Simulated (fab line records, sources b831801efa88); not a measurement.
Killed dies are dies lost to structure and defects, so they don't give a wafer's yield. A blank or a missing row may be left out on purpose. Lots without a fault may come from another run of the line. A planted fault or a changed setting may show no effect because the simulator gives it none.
Which tool did it? | flow gf180mcu | 11 lots, 33 wafers sampled, at 5 steps of a route of 602

WHAT THE GAUGES READ, wafer by wafer
GF_V5_RS_MEAS_24: measures by four-point-probe. Usual: V5_W_RS 0.325 ohm/sq, standard deviation 0.0043.
lot  | measured     | on            | V5_W_RS (ohm/sq)  | flag
L182 | day 27 12:47 | film_metro-03 | 0.330 0.322 0.323 |
L183 | day 27 16:35 | film_metro-03 | 0.324 0.316 0.319 |
L184 | day 28 02:44 | film_metro-01 | 0.324 0.326 0.318 |
L185 | day 28 06:43 | film_metro-02 | 0.328 0.324 0.332 |
L189 | day 29 12:06 | film_metro-03 | 0.228 0.229 0.323 | OFF
L190 | day 29 18:01 | film_metro-03 | 0.327 0.227 0.324 | OFF
L196 | day 32 02:59 | film_metro-01 | 0.322 0.329 0.327 |
L199 | day 32 13:13 | film_metro-01 | 0.319 0.326 0.322 |
L200 | day 32 16:59 | film_metro-03 | 0.324 0.324 0.327 |
L203 | day 33 10:02 | film_metro-03 | 0.324 0.325 0.324 |
L204 | day 33 18:33 | film_metro-01 | 0.322 0.328 0.328 |

GF_V5_THK_MEAS_25: measures by xrf. Usual: V5_W_THK 346 nm, standard deviation 5.
lot  | measured     | on            | V5_W_THK (nm) | flag
L182 | day 27 12:55 | film_metro-03 | 341 350 343   |
L183 | day 27 16:42 | film_metro-03 | 347 353 348   |
L184 | day 28 02:51 | film_metro-01 | 355 348 357   |
L185 | day 28 06:50 | film_metro-02 | 350 355 344   |
L189 | day 29 12:11 | film_metro-03 | 485 484 346   | OFF
L190 | day 29 18:08 | film_metro-03 | 341 486 344   | OFF
L196 | day 32 03:05 | film_metro-01 | 352 345 345   |
L199 | day 32 13:20 | film_metro-01 | 354 348 354   |
L200 | day 32 17:06 | film_metro-03 | 344 346 342   |
L203 | day 33 10:09 | film_metro-03 | 342 342 342   |
L204 | day 33 18:40 | film_metro-01 | 352 347 345   |

WHICH TOOL RAN EACH LOT (tool, then ch and the chambers of the sampled wafers, then the start)
lot  | GF_MIM_SPUTTER_01            | GF_V5_CVD_02                    | GF_V5_CVD_23
L182 | pvd_sputter-02, day 24 18:32 | pecvd-03 ch 1,2, day 26 14:52   | cvd_w-02 ch 0,1, day 27 12:41
L183 | pvd_sputter-03, day 24 22:11 | pecvd-03 ch 0,1,2, day 26 19:01 | cvd_w-02 ch 0,1, day 27 16:28
L184 | pvd_sputter-03, day 25 09:52 | pecvd-03 ch 0,2, day 27 05:33   | cvd_w-02 ch 0,1, day 28 02:37
L185 | pvd_sputter-04, day 25 12:52 | pecvd-02 ch 1,2, day 27 09:25   | cvd_w-01 ch 0,1, day 28 06:36
L189 | pvd_sputter-02, day 26 21:06 | pecvd-03 ch 0,1,2, day 28 14:55 | cvd_w-02 ch 0,1, day 29 11:58
L190 | pvd_sputter-04, day 27 04:06 | pecvd-04 ch 0,1, day 28 21:31   | cvd_w-02 ch 0,1, day 29 17:54
L196 | pvd_sputter-03, day 29 18:00 | pecvd-02 ch 0,1,2, day 31 07:45 | cvd_w-02 ch 0,1, day 32 02:51
L199 | pvd_sputter-02, day 30 07:01 | pecvd-04 ch 0,1,2, day 31 19:19 | cvd_w-02 ch 0,1, day 32 13:07
L200 | pvd_sputter-03, day 30 09:44 | pecvd-04 ch 0,2, day 31 22:24   | cvd_w-01 ch 0,1, day 32 16:52
L203 | pvd_sputter-02, day 31 03:05 | pecvd-03 ch 0,1,2, day 32 15:50 | cvd_w-02 ch 0,1, day 33 09:55
L204 | pvd_sputter-02, day 31 11:59 | pecvd-04 ch 1,2, day 33 00:05   | cvd_w-02 ch 0,1, day 33 18:26
- GF_MIM_SPUTTER_01: material TiN, target thk 30 nm, time 25 s.
- GF_V5_CVD_02: deposits SiO2 from TEOS, target thk 1450 nm, time 163.28 s.
- GF_V5_CVD_23: deposits W, target thk 350 nm, time 104.9 s.

WHAT THE TOOLS THEMSELVES READ (means of the sampled wafers that have a number; where no wafer has one, the mark that the record gives instead)
GF_MIM_SPUTTER_01. Usual: throttle_valve_pct 30.1 %, standard deviation 1.3.
lot  | tool           | throttle_valve_pct (%) | flag
L182 | pvd_sputter-02 | 29.2                   |
L183 | pvd_sputter-03 | 31.2                   |
L184 | pvd_sputter-03 | 31.3                   |
L185 | pvd_sputter-04 | 28.9                   |
L189 | pvd_sputter-02 | 29.4                   |
L190 | pvd_sputter-04 | 27.9                   |
L196 | pvd_sputter-03 | 31.0                   |
L199 | pvd_sputter-02 | 29.0                   |
L200 | pvd_sputter-03 | 31.7                   |
L203 | pvd_sputter-02 | 29.3                   |
L204 | pvd_sputter-02 | 29.5                   |

GF_V5_CVD_02. Usual: heater_power_outer_w 328 W, standard deviation 56; heater_power_w 580 W, standard deviation 95.
lot  | tool     | heater_power_outer_w (W) | heater_power_w (W) | flag
L182 | pecvd-03 | 318                      | 551                |
L183 | pecvd-03 | 315                      | 549                |
L184 | pecvd-03 | 326                      | 531                |
L185 | pecvd-02 | 302                      | 569                |
L189 | pecvd-03 | 332                      | 573                |
L190 | pecvd-04 | 356                      | 631                |
L196 | pecvd-02 | 361                      | 652                |
L199 | pecvd-04 | 365                      | 640                |
L200 | pecvd-04 | 394                      | 705                |
L203 | pecvd-03 | 326                      | 559                |
L204 | pecvd-04 | 310                      | 539                |

GF_V5_CVD_23. Usual: heater_power_outer_w 512 W, standard deviation 49; heater_power_w 835 W, standard deviation 110.
lot  | tool     | heater_power_outer_w (W) | heater_power_w (W) | flag
L182 | cvd_w-02 | 528                      | 869                |
L183 | cvd_w-02 | 525                      | 873                |
L184 | cvd_w-02 | 486                      | 780                |
L185 | cvd_w-01 | 521                      | 831                |
L189 | cvd_w-02 | 478                      | 789                |
L190 | cvd_w-02 | 479                      | 780                |
L196 | cvd_w-02 | 530                      | 879                |
L199 | cvd_w-02 | 522                      | 908                |
L200 | cvd_w-01 | 527                      | 829                |
L203 | cvd_w-02 | 525                      | 879                |
L204 | cvd_w-02 | 487                      | 789                |

THE ANSWER, worked out from the rows above alone
Rule: a lot is off if the mean of its wafers that have a number lies more than 3 standard deviations from the usual mean. A lot without any number at a reading at which 4 lots or more have one is off too. The other lots that the step has rows for count as sound. The gauges are gone through in route order, then the tools' own readings, and for those a lot's mean is taken as printed above. The first step at which some lot is off is used, and at that step the reading that is off furthest; a lot without a number counts as furthest.
Off: L189, L190, at GF_V5_RS_MEAS_24 (V5_W_RS).
A tool fits if, at a process step before that reading, it ran every lot that is off, and no sound lot after the first of them. The gauges at GF_V5_RS_MEAS_24 are tried like those tools. None of those tried fits.

WHAT THE SIMULATOR HAD PUT IN
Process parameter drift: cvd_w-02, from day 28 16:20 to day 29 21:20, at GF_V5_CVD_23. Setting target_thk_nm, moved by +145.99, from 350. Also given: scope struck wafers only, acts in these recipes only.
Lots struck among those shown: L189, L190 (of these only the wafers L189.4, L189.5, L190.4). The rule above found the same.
